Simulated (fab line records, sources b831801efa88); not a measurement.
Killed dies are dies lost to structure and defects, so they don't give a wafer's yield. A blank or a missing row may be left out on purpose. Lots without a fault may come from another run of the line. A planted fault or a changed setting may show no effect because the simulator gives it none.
One fault seen from 2 desks | flow sky130 | each desk has only its own numbers; what lay behind them comes last

THE METROLOGY DESK
What the gauges read, lot by lot, whatever tool the lot ran on: means of the sampled wafers that have a number. A lot is out of limits, marked OUT, if its mean lies more than 4 standard deviations from the usual mean; the brackets give that distance.
Columns: A = cd_nm at SKY_METAL2_CD_MEAS_15, usual 140.0 nm; B = VIA2_HDPCVD_THK at SKY_VIA2_THK_MEAS_01, usual 1173 nm
lot  | first seen here | A     | B
L186 | day 35 15:13    | 140.5 | 1152
L185 | day 35 16:43    | 141.5 | 1195
L187 | day 36 01:15    | 138.4 | 1175
L189 | day 36 13:44    | 141.6 | 1167
L190 | day 37 00:37    | 138.8 | 1170
L191 | day 38 01:16    | 140.4 | 1174
L193 | day 38 09:44    | 140.0 | 1192
L198 | day 40 00:08    | 137.1 | 1175
L197 | day 40 00:31    | 141.8 | 1177
L199 | day 40 07:05    | 141.4 | 1160
L203 | day 41 04:16    | 141.3 | 1168
L207 | day 42 01:40    | 141.6 | 1159
This desk's finding: nothing out of limits on any of the 12 lots.

THE TOOL OWNER'S DESK: plasma_asher-03
The tool's own readings at SKY_METAL2_STRIP_20 (strips in O2/N2): means of the sampled wafers that have a number, for each lot that ran on this tool. A lot is out of limits, marked OUT, if its mean lies more than 4 standard deviations from the usual mean; the brackets give that distance.
Columns: A = drypump_motor_current_A at SKY_METAL2_STRIP_20, usual 5.8 A; B = n2_flow_sccm at SKY_METAL2_STRIP_20, usual 300.0 sccm; C = oes_product_au at SKY_METAL2_STRIP_20, usual 0.343 a.u.; D = strip_time_to_endpoint_s at SKY_METAL2_STRIP_20, usual 2.71 s
lot  | first seen here | A   | B     | C     | D
L187 | day 36 01:35    | 5.8 | 299.4 | 0.339 | 2.68
L193 | day 38 10:04    | 5.7 | 300.5 | 0.345 | 2.74
L198 | day 40 00:29    | 5.8 | 299.7 | 0.342 | 2.73
L197 | day 40 01:01    | 5.8 | 300.5 | 0.342 | 2.72
L203 | day 41 04:36    | 5.7 | 299.5 | 0.346 | 2.75
This desk's finding: nothing out of limits on any of the 5 lots.

PUT TOGETHER
The metrology desk saw nothing out of limits.
The tool owner's desk saw nothing out of limits.

WHAT THE SIMULATOR HAD PUT IN
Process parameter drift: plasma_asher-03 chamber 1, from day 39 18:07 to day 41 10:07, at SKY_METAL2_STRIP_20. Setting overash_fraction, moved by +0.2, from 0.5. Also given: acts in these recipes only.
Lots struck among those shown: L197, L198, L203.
